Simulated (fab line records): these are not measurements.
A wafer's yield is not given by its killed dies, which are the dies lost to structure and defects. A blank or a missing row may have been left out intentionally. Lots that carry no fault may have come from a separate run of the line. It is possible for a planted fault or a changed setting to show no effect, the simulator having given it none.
A struck lot beside a sound one ; flow sky130 ; 35 out of 708 route steps
Sound: these wafers, L870.1, L870.4, L870.5. Wafers struck: L880.1, L880.2, L880.3. The cause is named last.
Per side, at each step with rows, come the tool, then ch with its chambers, and then its first start. Under that, the readings that differ: sound wafers ; struck wafers ; difference of the means ; sigmas: that difference in standard deviations of wafers without a fault.
alike: readings whose means differ by less than 2 such deviations, and words and numbers that are the same on both sides. not compared: withheld readings, readings that some wafer has no value for, bounds like >300 that may hide the same value, and numbers for which the record gives no deviation and whose values overlap.
The two part at a step that has a row with sigmas, a row that says differs or no value, or rows on one side only. When numbers do not overlap yet have no deviation, they are printed without sigmas and do not part them. A reading that every wafer of one side lacks parts them only if that side has two wafers or more.

first, 6 steps without rows for these wafers: SKY_VIA4_HMDS_05 (prime time 60 s); SKY_VIA4_COAT_06 (resist thk 1140 nm); SKY_VIA4_SOFTBAKE_07 (time 60 s); SKY_VIA4_EXPOSE_08 (exposes mask VIM4, target cd 800 nm); SKY_VIA4_PEB_09; SKY_VIA4_DEVELOP_10 (develop time 60 s).
SKY_VIA4_OVL_MEAS_11:
  sound: overlay-01 at day 42 13:32; struck: overlay-02 at day 45 15:50
  alike: VIA4_OVL
then, 5 steps without rows for these wafers: SKY_VIA4_ETCH_12 (etches SiO2 in C4F8/O2/Ar, stops on TiN, target depth 580 nm); SKY_VIA4_STRIP_13 (strips in O2/N2); SKY_VIA4_STRIP_14 (strips in post etch residue remover, time 1200 s); SKY_VIA4_CLEAN_15 (cleans in IPA, time 180 s); SKY_VIA4_CLEAN_16 (cleans in O3/DIW).
SKY_VIA4_SPUTTER_17: material TiN, target thk 20 nm, time 80 s.
  sound: pvd_sputter-02 at day 42 14:17; struck: pvd_sputter-04 at day 45 16:36
reading;sound;struck;difference;sigmas
model.TiN_of_VIA4_SPUTTER_17.thk_nm (nm);19.98 19.96 19.87;11.99 11.97 12.11;-7.91;
  alike: cathode_dc_power_W, throttle_valve_pct
SKY_VIA4_CVD_18: deposits W, target thk 505 nm, time 152.14 s.
  sound on cvd_w-02 ch 1, day 42 14:21; struck on cvd_w-02 ch 0,1, day 45 16:40
  alike: heater_power_w
SKY_VIA4_RS_MEAS_19: a four-point-probe measurement.
  sound: film_metro-03 at day 42 14:30; struck: film_metro-04 at day 45 16:49
  alike: VIA4_W_RS
SKY_VIA4_THK_MEAS_20: measures by xrf.
  sound: film_metro-03 at day 42 14:37; struck: film_metro-04 at day 45 16:56
  alike: VIA4_W_THK
then, 1 step without rows for these wafers: SKY_VIA4_CMP_21 (polishes, stops on SiO2, t overpolish 25 s, target thk 0 nm).
SKY_METAL5_SPUTTER_00: material Ti, target thk 15 nm, time 10 s.
  sound: pvd_sputter-03 at day 42 14:59; struck: pvd_sputter-04 at day 45 17:17
  alike: cathode_dc_power_W, throttle_valve_pct
SKY_METAL5_SPUTTER_01: material TiN, target thk 20 nm, time 16.7 s.
  sound: pvd_sputter-03 at day 42 15:00; struck: pvd_sputter-04 at day 45 17:19
  alike: cathode_dc_power_W, throttle_valve_pct
then, 2 steps without rows for these wafers: SKY_METAL5_SPUTTER_02 (material AlCu, target thk 1150 nm, time 61.2 s); SKY_METAL5_SPUTTER_03 (material Ti, target thk 5 nm, time 3.3 s).
SKY_METAL5_SPUTTER_04: material TiN, target thk 70 nm, time 58.3 s.
  sound: pvd_sputter-03 at day 42 15:06; struck: pvd_sputter-04 at day 45 17:25
  alike: cathode_dc_power_W, throttle_valve_pct
SKY_METAL5_RS_MEAS_05: a four-point-probe measurement.
  sound: film_metro-04 at day 42 15:09; struck: film_metro-03 at day 45 17:28
  alike: METAL5_ALCU_RS
SKY_METAL5_THK_MEAS_06: measures by xrf.
  sound: film_metro-04 at day 42 15:16; struck: film_metro-03 at day 45 17:35
  alike: METAL5_ALCU_THK
then, 8 steps without rows for these wafers: SKY_METAL5_DEHYDRATE_07 (time 60 s); SKY_METAL5_HMDS_08 (prime time 60 s); SKY_METAL5_COAT_09 (resist thk 1800 nm); SKY_METAL5_SOFTBAKE_10 (time 60 s); SKY_METAL5_EXPOSE_11 (exposes mask MM5, target cd 1600 nm); SKY_METAL5_PEB_12; SKY_METAL5_DEVELOP_13 (develop time 60 s); SKY_METAL5_DESCUM_14 (chemistry O2, time 11 s).
SKY_METAL5_METAL_ETCH_15: etches the open film in Cl2/BCl3, stops on SiO2, target depth 1260 nm, time 252 s.
  sound on rie_metal-01 ch 0,1, day 43 14:14; struck on rie_metal-01 ch 0,1, day 46 14:08
  alike: bias_w, drypump_motor_current_A, oes_product_au, throttle_valve_pct
  not compared: rf_hours_counter_h, model.etch.depth_nm, model.METAL5.feature_depth_nm
SKY_METAL5_STRIP_16: strips in O2/N2.
  sound on plasma_asher-03 ch 0,1, day 43 14:28; struck on plasma_asher-01 ch 0,1, day 46 14:23
  alike: drypump_motor_current_A, oes_product_au, strip_time_to_endpoint_s
  not compared: rf_hours_counter_h
SKY_PAD_OPEN_PROBE_99:
  sound: prober-02 at day 45 14:31; struck: prober-02 at day 48 09:39
  alike: defect_limited_yield, killed_at_M0_to_M3, killed_at_M4_up, killed_at_contacts, killed_at_front_end, killed_at_other, killed_dies, killed_open, killed_short, sort_bin_3_pad_short, sort_bin_5_function, sort_bin_6_memory, sort_n_pass, sort_yield_pct

WHERE THEY PART
Nowhere in this record.

WHY: the cause the simulator had injected
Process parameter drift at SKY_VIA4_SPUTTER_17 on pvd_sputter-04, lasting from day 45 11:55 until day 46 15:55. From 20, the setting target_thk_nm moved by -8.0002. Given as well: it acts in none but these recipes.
